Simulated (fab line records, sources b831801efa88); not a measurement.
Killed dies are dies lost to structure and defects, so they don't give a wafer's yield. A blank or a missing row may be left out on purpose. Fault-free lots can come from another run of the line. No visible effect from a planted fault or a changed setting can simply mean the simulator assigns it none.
fab line records :: flow sky130
[record]
  lots = 7
  wafers = 21
  last_day = 51
route steps=708 shown RES_XHIGH@341 SD_N@342 PAD_OPEN@708
lots untouched by any fault: they come from a run of this same line in which no faults occurred
start_h: the number of hours between the record's first day and the start of the first shown wafer of the lot :: wait_h: hours elapsed since this lot's preceding step :: " same as the row above :: L1.1+2: one row covering several wafers at once :: - no value present, or no start provided :: * or withheld: withheld :: < > ~ a bound
route shown NAME@n: NAME is a module with steps in the file, n the number in the route of the first one :: usual: mean/standard deviation of fault-free wafers :: same: alike in all rows :: chamber/n: place in a boat :: sites: readings site by site :: _std_site: standard deviation across them :: _edge_site: inner sites' mean taken away from outer sites' mean :: radius_mm: how far each site lies from the wafer's centre :: mask NAME#n: copy n :: behind: the last tool/chamber to shape the wafer :: hold: what put the lot on hold/how long, in hours/how the hold closed :: device: whichever transistor did not switch (one of n, p or np) :: end of line: tests of these same wafers at the route's end :: step lacking rows: just its recipe :: killed: count of dies lost to structure and defects at first sort (not the wafer's yield) :: map: the dies of a wafer, with x for killed, . for not killed, _ for no die there
set.NAME: the setting that was run; set.NAME@STEP: the one run at that earlier step :: model.NAME: the simulator's own value behind a step, which no gauge read
a table for each step, a row for each wafer; lots at some steps of the route
services: from which hour (start_h, from the record's first day; less than 0 if before it) a tool's chamber was out of use, for how many hours, and why
[[steps]]
[step SKY_RES_XHIGH_TW_MEAS_09]
[usual]
  RES_XHIGH_TW = 1638/9.7
lot.wafer: L268.1
tool: film_metro-02
chamber: -
start_h: 654.81
wait_h: 0.1
RES_XHIGH_TW: 1655

lot.wafer: L268.2
tool: film_metro-02
chamber: -
start_h: 654.81
wait_h: 0.1
RES_XHIGH_TW: 1652

lot.wafer: L268.6
tool: film_metro-02
chamber: -
start_h: 654.81
wait_h: 0.1
RES_XHIGH_TW: 1650

lot.wafer: L274.1
tool: film_metro-02
chamber: -
start_h: 720.70
wait_h: 0.1
RES_XHIGH_TW: 1641

lot.wafer: L274.2
tool: film_metro-02
chamber: -
start_h: 720.70
wait_h: 0.1
RES_XHIGH_TW: 1642

lot.wafer: L274.5
tool: film_metro-02
chamber: -
start_h: 720.70
wait_h: 0.1
RES_XHIGH_TW: 1640

lot.wafer: L278.3
tool: film_metro-03
chamber: -
start_h: 753.82
wait_h: 0.1
RES_XHIGH_TW: 1640

lot.wafer: L278.4
tool: film_metro-03
chamber: -
start_h: 753.82
wait_h: 0.1
RES_XHIGH_TW: 1636

lot.wafer: L278.6
tool: film_metro-03
chamber: -
start_h: 753.82
wait_h: 0.1
RES_XHIGH_TW: 1633

lot.wafer: L280.1
tool: film_metro-01
chamber: -
start_h: 777.14
wait_h: 0.1
RES_XHIGH_TW: 1631

lot.wafer: L280.5
tool: film_metro-01
chamber: -
start_h: 777.14
wait_h: 0.1
RES_XHIGH_TW: 1641

lot.wafer: L280.6
tool: film_metro-01
chamber: -
start_h: 777.14
wait_h: 0.1
RES_XHIGH_TW: 1642

lot.wafer: L281.2
tool: film_metro-03
chamber: -
start_h: 785.96
wait_h: 0.1
RES_XHIGH_TW: 1633

lot.wafer: L281.4
tool: film_metro-03
chamber: -
start_h: 785.96
wait_h: 0.1
RES_XHIGH_TW: 1628

lot.wafer: L281.5
tool: film_metro-03
chamber: -
start_h: 785.96
wait_h: 0.1
RES_XHIGH_TW: 1627

lot.wafer: L282.1
tool: film_metro-03
chamber: -
start_h: 787.36
wait_h: 0.1
RES_XHIGH_TW: 1627

lot.wafer: L282.3
tool: film_metro-03
chamber: -
start_h: 787.36
wait_h: 0.1
RES_XHIGH_TW: 1626

lot.wafer: L282.4
tool: film_metro-03
chamber: -
start_h: 787.36
wait_h: 0.1
RES_XHIGH_TW: 1626

lot.wafer: L289.1
tool: film_metro-01
chamber: -
start_h: 824.75
wait_h: 0.1
RES_XHIGH_TW: 1627

lot.wafer: L289.4
tool: film_metro-01
chamber: -
start_h: 824.75
wait_h: 0.1
RES_XHIGH_TW: 1621

lot.wafer: L289.6
tool: film_metro-01
chamber: -
start_h: 824.75
wait_h: 0.1
RES_XHIGH_TW: 1617
[step SKY_SD_N_DEHYDRATE_00]
[recipe]
  temp_c = 200
  time_s = 60
[step SKY_SD_N_HMDS_01]
[recipe]
  prime_time_s = 60
  prime_temp_c = 120
[step SKY_SD_N_COAT_02]
[recipe]
  resist = NOVOLAK
  spin_rpm = 3000
  resist_thk_nm = 1140
[step SKY_SD_N_SOFTBAKE_03]
[recipe]
  temp_c = 90
  time_s = 60
  resist = NOVOLAK
[step SKY_SD_N_EXPOSE_04]
[recipe]
  mask_id = NSDM
  na = 0.6
  source_shape = conventional
  sigma_outer = 0.6
  polarization = unpolarized
  target_cd_nm = 380
  dose_mj = 141
[step SKY_SD_N_PEB_05]
[recipe]
  temp_c = withheld
  time_s = *
  resist = NOVOLAK
[step SKY_SD_N_DEVELOP_06]
[recipe]
  resist = NOVOLAK
  developer = TMAH
  develop_time_s = 60
  dev_temp_c = 23
[step SKY_SD_N_CD_MEAS_07]
[recipe]
  target_cd_nm = 380
[usual]
  cd_nm = 379.9/2.3
lot.wafer: L268.1
tool: cd_sem-02
chamber: -
start_h: 684.55
wait_h: 0.1
cd_nm: 379.9

lot.wafer: L268.2
tool: cd_sem-02
chamber: -
start_h: 684.55
wait_h: 0.1
cd_nm: 377.3

lot.wafer: L268.6
tool: cd_sem-02
chamber: -
start_h: 684.55
wait_h: 0.1
cd_nm: 378.8

lot.wafer: L274.1
tool: cd_sem-02
chamber: -
start_h: 751.28
wait_h: 0.2
cd_nm: 379.4

lot.wafer: L274.2
tool: cd_sem-02
chamber: -
start_h: 751.28
wait_h: 0.2
cd_nm: 379.2

lot.wafer: L274.5
tool: cd_sem-02
chamber: -
start_h: 751.28
wait_h: 0.2
cd_nm: 381.6

lot.wafer: L278.3
tool: cd_sem-01
chamber: -
start_h: 784.02
wait_h: 0.1
cd_nm: 376.8

lot.wafer: L278.4
tool: cd_sem-01
chamber: -
start_h: 784.02
wait_h: 0.1
cd_nm: 377.7

lot.wafer: L278.6
tool: cd_sem-01
chamber: -
start_h: 784.02
wait_h: 0.1
cd_nm: 375.3

lot.wafer: L280.1
tool: cd_sem-02
chamber: -
start_h: 804.93
wait_h: 0.1
cd_nm: 382.4

lot.wafer: L280.5
tool: cd_sem-02
chamber: -
start_h: 804.93
wait_h: 0.1
cd_nm: 383.3

lot.wafer: L280.6
tool: cd_sem-02
chamber: -
start_h: 804.93
wait_h: 0.1
cd_nm: 381.9

lot.wafer: L281.2
tool: cd_sem-02
chamber: -
start_h: 813.16
wait_h: 0.1
cd_nm: 380.5

lot.wafer: L281.4
tool: cd_sem-02
chamber: -
start_h: 813.16
wait_h: 0.1
cd_nm: 376.7

lot.wafer: L281.5
tool: cd_sem-02
chamber: -
start_h: 813.16
wait_h: 0.1
cd_nm: 379.8

lot.wafer: L282.1
tool: cd_sem-02
chamber: -
start_h: 814.54
wait_h: 0.1
cd_nm: 376.9

lot.wafer: L282.3
tool: cd_sem-02
chamber: -
start_h: 814.54
wait_h: 0.1
cd_nm: 378.7

lot.wafer: L282.4
tool: cd_sem-02
chamber: -
start_h: 814.54
wait_h: 0.1
cd_nm: 376.6

lot.wafer: L289.1
tool: cd_sem-01
chamber: -
start_h: 851.40
wait_h: 0.1
cd_nm: 380.8

lot.wafer: L289.4
tool: cd_sem-01
chamber: -
start_h: 851.40
wait_h: 0.1
cd_nm: 377.1

lot.wafer: L289.6
tool: cd_sem-01
chamber: -
start_h: 851.40
wait_h: 0.1
cd_nm: 380.1
[step SKY_SD_N_OVL_MEAS_08]
[usual]
  SD_N_OVL = 0.9/1.6
lot.wafer: L268.1
tool: overlay-01
chamber: -
start_h: 684.67
wait_h: 0.1
SD_N_OVL[nm]: -1.9

lot.wafer: L268.2
tool: overlay-01
chamber: -
start_h: 684.67
wait_h: 0.1
SD_N_OVL[nm]: 0.5

lot.wafer: L268.6
tool: overlay-01
chamber: -
start_h: 684.67
wait_h: 0.1
SD_N_OVL[nm]: -0.1

lot.wafer: L274.1
tool: overlay-01
chamber: -
start_h: 751.40
wait_h: 0.1
SD_N_OVL[nm]: 1.4

lot.wafer: L274.2
tool: overlay-01
chamber: -
start_h: 751.40
wait_h: 0.1
SD_N_OVL[nm]: -1.6

lot.wafer: L274.5
tool: overlay-01
chamber: -
start_h: 751.40
wait_h: 0.1
SD_N_OVL[nm]: 0.2

lot.wafer: L278.3
tool: overlay-02
chamber: -
start_h: 784.11
wait_h: 0.1
SD_N_OVL[nm]: 1.6

lot.wafer: L278.4
tool: overlay-02
chamber: -
start_h: 784.11
wait_h: 0.1
SD_N_OVL[nm]: 1.3

lot.wafer: L278.6
tool: overlay-02
chamber: -
start_h: 784.11
wait_h: 0.1
SD_N_OVL[nm]: 2.6

lot.wafer: L280.1
tool: overlay-01
chamber: -
start_h: 805.05
wait_h: 0.1
SD_N_OVL[nm]: -0.9

lot.wafer: L280.5
tool: overlay-01
chamber: -
start_h: 805.05
wait_h: 0.1
SD_N_OVL[nm]: 0.2

lot.wafer: L280.6
tool: overlay-01
chamber: -
start_h: 805.05
wait_h: 0.1
SD_N_OVL[nm]: -1.0

lot.wafer: L281.2
tool: overlay-02
chamber: -
start_h: 813.27
wait_h: 0.1
SD_N_OVL[nm]: -0.6

lot.wafer: L281.4
tool: overlay-02
chamber: -
start_h: 813.27
wait_h: 0.1
SD_N_OVL[nm]: 0.7

lot.wafer: L281.5
tool: overlay-02
chamber: -
start_h: 813.27
wait_h: 0.1
SD_N_OVL[nm]: 1.8

lot.wafer: L282.1
tool: overlay-02
chamber: -
start_h: 814.66
wait_h: 0.1
SD_N_OVL[nm]: -1.2

lot.wafer: L282.3
tool: overlay-02
chamber: -
start_h: 814.66
wait_h: 0.1
SD_N_OVL[nm]: -0.2

lot.wafer: L282.4
tool: overlay-02
chamber: -
start_h: 814.66
wait_h: 0.1
SD_N_OVL[nm]: 0.5

lot.wafer: L289.1
tool: overlay-01
chamber: -
start_h: 851.52
wait_h: 0.1
SD_N_OVL[nm]: 0.1

lot.wafer: L289.4
tool: overlay-01
chamber: -
start_h: 851.52
wait_h: 0.1
SD_N_OVL[nm]: 1.6

lot.wafer: L289.6
tool: overlay-01
chamber: -
start_h: 851.52
wait_h: 0.1
SD_N_OVL[nm]: 1.0
[step SKY_SD_N_IMPLANT_09]
[recipe]
  species = As
  energy_kev = 50
  dose_cm2 = 4e+15
  tilt_deg = 0
[step SKY_SD_N_IMPLANT_10]
[recipe]
  species = P
  energy_kev = 20
  dose_cm2 = 1e+14
  tilt_deg = 0
[step SKY_SD_N_STRIP_11]
[recipe]
  chemistry = O2/N2
  power_w = 1400
  pressure_mtorr = 1500
  platen_temp_c = withheld
  o2_flow_sccm = 3000
  n2_flow_sccm = 300
  overash_fraction = 0.5
[usual]
  drypump_motor_current_A = 5.9/0.48
  oes_product_au = 0.528/0.0046
  strip_time_to_endpoint_s = 22.55/0.047
lot.wafer: L268.1
tool: plasma_asher-04
chamber: 0
start_h: 685.01
wait_h: 0.1
drypump_motor_current_A: 5.9
oes_product_au: 0.527
rf_hours_counter_h: 80
strip_time_to_endpoint_s: 22.57

lot.wafer: L268.2
tool: plasma_asher-04
chamber: 1
start_h: 685.01
wait_h: 0.1
drypump_motor_current_A: 6.5
oes_product_au: 0.520
rf_hours_counter_h: 80
strip_time_to_endpoint_s: 22.55

lot.wafer: L268.6
tool: plasma_asher-04
chamber: 1
start_h: 685.01
wait_h: 0.1
drypump_motor_current_A: 6.5
oes_product_au: 0.532
rf_hours_counter_h: -
strip_time_to_endpoint_s: 22.58

lot.wafer: L274.1
tool: plasma_asher-04
chamber: 0
start_h: 751.74
wait_h: 0.1
drypump_motor_current_A: 5.9
oes_product_au: 0.534
rf_hours_counter_h: 87
strip_time_to_endpoint_s: 22.55

lot.wafer: L274.2
tool: plasma_asher-04
chamber: 1
start_h: 751.74
wait_h: 0.1
drypump_motor_current_A: 6.5
oes_product_au: 0.523
rf_hours_counter_h: 87
strip_time_to_endpoint_s: 22.54

lot.wafer: L274.5
tool: plasma_asher-04
chamber: 0
start_h: 751.74
wait_h: 0.1
drypump_motor_current_A: 5.9
oes_product_au: 0.533
rf_hours_counter_h: -
strip_time_to_endpoint_s: 22.56

lot.wafer: L278.3
tool: plasma_asher-04
chamber: 1
start_h: 784.47
wait_h: 0.1
drypump_motor_current_A: 6.5
oes_product_au: 0.577
rf_hours_counter_h: -
strip_time_to_endpoint_s: 19.33

lot.wafer: L278.4
tool: plasma_asher-04
chamber: 0
start_h: 784.47
wait_h: 0.1
drypump_motor_current_A: 5.9
oes_product_au: 0.583
rf_hours_counter_h: -
strip_time_to_endpoint_s: 19.30

lot.wafer: L278.6
tool: plasma_asher-04
chamber: 1
start_h: 784.47
wait_h: 0.1
drypump_motor_current_A: 6.5
oes_product_au: 0.576
rf_hours_counter_h: -
strip_time_to_endpoint_s: 19.29

lot.wafer: L280.1
tool: plasma_asher-03
chamber: 1
start_h: 805.39
wait_h: 0.1
drypump_motor_current_A: 6.2
oes_product_au: 0.522
rf_hours_counter_h: 65
strip_time_to_endpoint_s: 22.61

lot.wafer: L280.5
tool: plasma_asher-03
chamber: 0
start_h: 805.39
wait_h: 0.1
drypump_motor_current_A: 5.6
oes_product_au: 0.524
rf_hours_counter_h: -
strip_time_to_endpoint_s: 22.60

lot.wafer: L280.6
tool: plasma_asher-03
chamber: 1
start_h: 805.39
wait_h: 0.1
drypump_motor_current_A: 6.2
oes_product_au: 0.527
rf_hours_counter_h: -
strip_time_to_endpoint_s: 22.66

lot.wafer: L281.2
tool: plasma_asher-04
chamber: 1
start_h: 813.60
wait_h: 0.1
drypump_motor_current_A: 6.5
oes_product_au: 0.581
rf_hours_counter_h: 95
strip_time_to_endpoint_s: 19.30

lot.wafer: L281.4
tool: plasma_asher-04
chamber: 1
start_h: 813.60
wait_h: 0.1
drypump_motor_current_A: 6.5
oes_product_au: 0.571
rf_hours_counter_h: -
strip_time_to_endpoint_s: 19.29

lot.wafer: L281.5
tool: plasma_asher-04
chamber: 1
start_h: 813.60
wait_h: 0.1
drypump_motor_current_A: 6.5
oes_product_au: 0.582
rf_hours_counter_h: -
strip_time_to_endpoint_s: 19.28

lot.wafer: L282.1
tool: plasma_asher-04
chamber: 1
start_h: 815.00
wait_h: 0.1
drypump_motor_current_A: 6.5
oes_product_au: 0.576
rf_hours_counter_h: 96
strip_time_to_endpoint_s: 19.32

lot.wafer: L282.3
tool: plasma_asher-04
chamber: 0
start_h: 815.00
wait_h: 0.1
drypump_motor_current_A: 5.9
oes_product_au: 0.583
rf_hours_counter_h: -
strip_time_to_endpoint_s: 19.27

lot.wafer: L282.4
tool: plasma_asher-04
chamber: 1
start_h: 815.00
wait_h: 0.1
drypump_motor_current_A: 6.5
oes_product_au: 0.579
rf_hours_counter_h: -
strip_time_to_endpoint_s: 19.26

lot.wafer: L289.1
tool: plasma_asher-03
chamber: 0
start_h: 851.86
wait_h: 0.1
drypump_motor_current_A: 5.6
oes_product_au: 0.531
rf_hours_counter_h: 71
strip_time_to_endpoint_s: 22.63

lot.wafer: L289.4
tool: plasma_asher-03
chamber: 1
start_h: 851.86
wait_h: 0.1
drypump_motor_current_A: 6.2
oes_product_au: 0.532
rf_hours_counter_h: -
strip_time_to_endpoint_s: 22.62

lot.wafer: L289.6
tool: plasma_asher-03
chamber: 0
start_h: 851.86
wait_h: 0.1
drypump_motor_current_A: 5.6
oes_product_au: 0.531
rf_hours_counter_h: -
strip_time_to_endpoint_s: 22.66
[step SKY_SD_N_TW_MEAS_12]
[usual]
  SD_N_TW = 3977/23
lot.wafer: L268.1
tool: film_metro-02
chamber: -
start_h: 685.11
wait_h: 0.1
SD_N_TW: 3970

lot.wafer: L268.2
tool: film_metro-02
chamber: -
start_h: 685.11
wait_h: 0.1
SD_N_TW: 3975

lot.wafer: L268.6
tool: film_metro-02
chamber: -
start_h: 685.11
wait_h: 0.1
SD_N_TW: 3977

lot.wafer: L274.1
tool: film_metro-02
chamber: -
start_h: 751.84
wait_h: 0.1
SD_N_TW: 4006

lot.wafer: L274.2
tool: film_metro-02
chamber: -
start_h: 751.84
wait_h: 0.1
SD_N_TW: 4007

lot.wafer: L274.5
tool: film_metro-02
chamber: -
start_h: 751.84
wait_h: 0.1
SD_N_TW: 4003

lot.wafer: L278.3
tool: film_metro-01
chamber: -
start_h: 784.56
wait_h: 0.1
SD_N_TW: 3958

lot.wafer: L278.4
tool: film_metro-01
chamber: -
start_h: 784.56
wait_h: 0.1
SD_N_TW: 3977

lot.wafer: L278.6
tool: film_metro-01
chamber: -
start_h: 784.56
wait_h: 0.1
SD_N_TW: 3970

lot.wafer: L280.1
tool: film_metro-01
chamber: -
start_h: 805.49
wait_h: 0.1
SD_N_TW: 3969

lot.wafer: L280.5
tool: film_metro-01
chamber: -
start_h: 805.49
wait_h: 0.1
SD_N_TW: 3965

lot.wafer: L280.6
tool: film_metro-01
chamber: -
start_h: 805.49
wait_h: 0.1
SD_N_TW: 3959

lot.wafer: L281.2
tool: film_metro-02
chamber: -
start_h: 813.71
wait_h: 0.1
SD_N_TW: 4005

lot.wafer: L281.4
tool: film_metro-02
chamber: -
start_h: 813.71
wait_h: 0.1
SD_N_TW: 4000

lot.wafer: L281.5
tool: film_metro-02
chamber: -
start_h: 813.71
wait_h: 0.1
SD_N_TW: 4003

lot.wafer: L282.1
tool: film_metro-01
chamber: -
start_h: 815.10
wait_h: 0.1
SD_N_TW: 3953

lot.wafer: L282.3
tool: film_metro-01
chamber: -
start_h: 815.10
wait_h: 0.1
SD_N_TW: 3970

lot.wafer: L282.4
tool: film_metro-01
chamber: -
start_h: 815.10
wait_h: 0.1
SD_N_TW: 3978

lot.wafer: L289.1
tool: film_metro-02
chamber: -
start_h: 851.96
wait_h: 0.1
SD_N_TW: 4018

lot.wafer: L289.4
tool: film_metro-02
chamber: -
start_h: 851.96
wait_h: 0.1
SD_N_TW: 4002

lot.wafer: L289.6
tool: film_metro-02
chamber: -
start_h: 851.96
wait_h: 0.1
SD_N_TW: 4033
[step SKY_PAD_OPEN_PROBE_99]
[usual]
  killed_at_M0_to_M3 = 43/7
  killed_at_M4_up = 3.1/1.5
  killed_at_contacts = 23/4.9
  killed_at_front_end = 16/3.9
  killed_at_other = 0.3/0.52
  killed_dies = 86/8.2
  killed_open = 47/6.1
  killed_short = 38/5.8
[same]
  gross_dies = 492
  killed_at_back_side = 0
lot.wafer: L268.1
tool: prober-01
chamber: -
start_h: 1119.60
wait_h: 0.1
killed_at_M0_to_M3: 46
killed_at_M4_up: 4
killed_at_contacts: 25
killed_at_front_end: 10
killed_at_other: 0
killed_dies: 85
killed_open: 57
killed_short: 27

lot.wafer: L268.2
tool: prober-01
chamber: -
start_h: 1119.65
wait_h: 0.1
killed_at_M0_to_M3: 41
killed_at_M4_up: 3
killed_at_contacts: 30
killed_at_front_end: 17
killed_at_other: 0
killed_dies: 91
killed_open: 43
killed_short: 48

lot.wafer: L268.6
tool: prober-01
chamber: -
start_h: 1119.85
wait_h: 0.2
killed_at_M0_to_M3: 49
killed_at_M4_up: 2
killed_at_contacts: 29
killed_at_front_end: 12
killed_at_other: 0
killed_dies: 92
killed_open: 60
killed_short: 32

lot.wafer: L281.2
tool: prober-02
chamber: -
start_h: 1205.31
wait_h: 0.1
killed_at_M0_to_M3: 45
killed_at_M4_up: 4
killed_at_contacts: 31
killed_at_front_end: 13
killed_at_other: 1
killed_dies: 94
killed_open: 51
killed_short: 43

lot.wafer: L281.4
tool: prober-02
chamber: -
start_h: 1205.41
wait_h: 0.2
killed_at_M0_to_M3: 39
killed_at_M4_up: 2
killed_at_contacts: 27
killed_at_front_end: 19
killed_at_other: 0
killed_dies: 87
killed_open: 46
killed_short: 40

lot.wafer: L281.5
tool: prober-02
chamber: -
start_h: 1205.46
wait_h: 0.2
killed_at_M0_to_M3: 46
killed_at_M4_up: 3
killed_at_contacts: 24
killed_at_front_end: 21
killed_at_other: 0
killed_dies: 94
killed_open: 47
killed_short: 46

lot.wafer: L282.1
tool: prober-01
chamber: -
start_h: 1206.40
wait_h: 0.1
killed_at_M0_to_M3: 42
killed_at_M4_up: 1
killed_at_contacts: 15
killed_at_front_end: 18
killed_at_other: 0
killed_dies: 76
killed_open: 46
killed_short: 30

lot.wafer: L282.3
tool: prober-01
chamber: -
start_h: 1206.50
wait_h: 0.2
killed_at_M0_to_M3: 44
killed_at_M4_up: 2
killed_at_contacts: 23
killed_at_front_end: 18
killed_at_other: 0
killed_dies: 87
killed_open: 42
killed_short: 45

lot.wafer: L282.4
tool: prober-01
chamber: -
start_h: 1206.55
wait_h: 0.2
killed_at_M0_to_M3: 44
killed_at_M4_up: 5
killed_at_contacts: 14
killed_at_front_end: 19
killed_at_other: 0
killed_dies: 82
killed_open: 50
killed_short: 32
// killed by level:class
L268.1 VIA1:geometric_particle:open=14 LI_CONTACT:geometric_particle:open=9 VIA3:geometric_particle:open=8 VIA2:geometric_particle:open=8 CONTACT:geometric_particle:open=7 METAL2:geometric_particle:short=5 CONTACT:geometric_particle:short=4 METAL1:geometric_particle:short=4
L268.2 LI_CONTACT:geometric_particle:open=9 CONTACT:geometric_particle:open=8 METAL1:geometric_particle:short=8 VIA1:geometric_particle:open=8 METAL2:geometric_particle:short=6 FIELD_ISO:geometric_particle:open=5 VIA3:geometric_particle:short=5 CONTACT:geometric_particle:short=5
L268.6 CONTACT:geometric_particle:open=15 VIA1:geometric_particle:open=15 VIA2:geometric_particle:open=9 FIELD_ISO:geometric_particle:open=6 VIA3:geometric_particle:open=6 LOCAL_INTERCONNECT:geometric_particle:short=5 LI_CONTACT:geometric_particle:open=4 CONTACT:geometric_particle:short=4
L281.2 CONTACT:geometric_particle:open=13 METAL1:geometric_particle:short=10 VIA3:geometric_particle:open=10 VIA1:geometric_particle:open=9 CONTACT:geometric_particle:short=7 LI_CONTACT:geometric_particle:open=5 FIELD_ISO:geometric_particle:open=4 VIA2:geometric_particle:open=4
L281.4 CONTACT:geometric_particle:open=8 POLY_GATE:geometric_particle:short=7 LI_CONTACT:geometric_particle:open=7 VIA2:geometric_particle:open=7 FIELD_ISO:geometric_particle:open=6 METAL1:geometric_particle:short=6 CONTACT:geometric_particle:short=5 VIA3:geometric_particle:open=5
L281.5 CONTACT:geometric_particle:open=9 VIA1:geometric_particle:open=8 METAL2:geometric_particle:short=7 METAL1:geometric_particle:short=7 VIA3:geometric_particle:open=6 CONTACT:geometric_particle:short=5 VIA1:geometric_particle:short=5 FIELD_ISO:geometric_particle:open=4
L282.1 VIA1:geometric_particle:open=13 LI_CONTACT:geometric_particle:open=6 VIA2:geometric_particle:open=6 VIA3:geometric_particle:open=6 CONTACT:geometric_particle:open=4 METAL2:geometric_particle:short=4 POLY_GATE:geometric_particle:short=4 FIELD_ISO:geometric_particle:open=3
L282.3 LI_CONTACT:geometric_particle:open=9 VIA3:geometric_particle:open=9 METAL2:geometric_particle:short=8 VIA2:geometric_particle:open=8 CONTACT:geometric_particle:short=7 VIA1:geometric_particle:open=7 METAL1:geometric_particle:short=6 POLY_GATE:geometric_particle:short=5
L282.4 VIA2:geometric_particle:open=14 CONTACT:geometric_particle:open=6 METAL3:geometric_particle:short=5 VIA3:geometric_particle:open=5 FIELD_ISO:geometric_particle:open=4 POLY_GATE:geometric_particle:open=4 METAL1:geometric_particle:short=4 VIA1:geometric_particle:open=4
[[services]]
tool: plasma_asher-03
chamber: -
start_h: 725.99
hours: 1.6
kind: repair

tool: plasma_asher-03
chamber: -
start_h: 763.29
hours: 14.6
kind: pm
[[key]]
[first_sign]
  step = SKY_SD_N_STRIP_11
  reading = strip_time_to_endpoint_s
  direction = down
  sigmas = 69
  usual = *
  struck = *
[effect]
  step = SKY_SD_N_STRIP_11
  reading = oes_product_au
  direction = up
  sigmas = 11
  usual = 0.528
  struck = 0.579
met_at SKY_SD_N_STRIP_11
struck_wafers L278.3,L278.4,L278.6,L281.2,L281.4,L281.5,L282.1,L282.3,L282.4
tester_left_out L278,L281,L282
onset_between 751.74 784.47
[fault]
  kind = process_parameter_drift
  tool = plasma_asher-04
  chamber = -
  onset_h = 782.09
  steps = SKY_SD_N_STRIP_11
  channel = power_w
  offset = *
  shape = step
  end_h = 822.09
  acts_in = *
  stated = *
// tester_left_out: of these lots the tester's yield and bins aren't shown, on N5 and GAA mostly nor the transistor test; their killed dies are dies lost to structure and defects alone, not to doping, threshold or leakage, so they don't give the yield
